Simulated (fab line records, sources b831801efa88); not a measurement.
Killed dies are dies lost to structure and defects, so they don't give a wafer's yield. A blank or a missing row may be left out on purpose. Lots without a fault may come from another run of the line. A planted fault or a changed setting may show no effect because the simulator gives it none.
One fault seen from 2 desks | flow sky130 | each desk has only its own numbers; what lay behind them comes last

THE METROLOGY DESK
What the gauges read, lot by lot, whatever tool the lot ran on: means of the sampled wafers that have a number. A lot is out of limits, marked OUT, if its mean lies more than 4 standard deviations from the usual mean; the brackets give that distance.
Columns: A = METAL5_ALCU_RS at SKY_METAL5_RS_MEAS_05, usual 0.0271 ohm/sq
lot  | first seen here | A
L695 | day 43 01:10    | 0.0271
L699 | day 44 17:11    | 0.0274
L698 | day 44 21:48    | 0.0272
L697 | day 44 22:27    | 0.0267
L703 | day 46 09:16    | 0.0274
L704 | day 46 09:33    | 0.0270
L706 | day 46 10:27    | 0.0282
L707 | day 46 12:20    | 0.0273
L709 | day 46 13:00    | 0.0273
L708 | day 46 17:07    | 0.0268
L712 | day 47 09:32    | 0.0276
L713 | day 48 00:37    | 0.0267
L716 | day 48 10:14    | 0.0264
L717 | day 48 11:13    | 0.0266
This desk's finding: nothing out of limits on any of the 14 lots.

THE TOOL OWNER'S DESK: iline_stepper-01
The tool's own readings at SKY_PAD_OPEN_EXPOSE_04 (exposes mask PDM, target cd 60000 nm): means of the sampled wafers that have a number, for each lot that ran on this tool. A lot is out of limits, marked OUT, if its mean lies more than 4 standard deviations from the usual mean; the brackets give that distance.
Columns: A = exposure_dose_mJ_cm2 at SKY_PAD_OPEN_EXPOSE_04, usual 260.02; B = focus_offset_nm at SKY_PAD_OPEN_EXPOSE_04, usual -0.1 nm
lot  | first seen here | A      | B
L695 | day 45 11:06    | 260.08 | -0.7
L706 | day 48 12:53    | 259.81 | -0.7
L707 | day 48 13:41    | 260.31 | 0.0
L708 | day 48 19:24    | 259.60 | -0.1
L713 | day 49 21:18    | 259.92 | -0.2
L716 | day 50 06:08    | 260.09 | -0.2
L717 | day 50 09:04    | 259.99 | 0.6
This desk's finding: nothing out of limits on any of the 7 lots.

PUT TOGETHER
The metrology desk saw nothing out of limits.
The tool owner's desk saw nothing out of limits.

WHAT THE SIMULATOR HAD PUT IN
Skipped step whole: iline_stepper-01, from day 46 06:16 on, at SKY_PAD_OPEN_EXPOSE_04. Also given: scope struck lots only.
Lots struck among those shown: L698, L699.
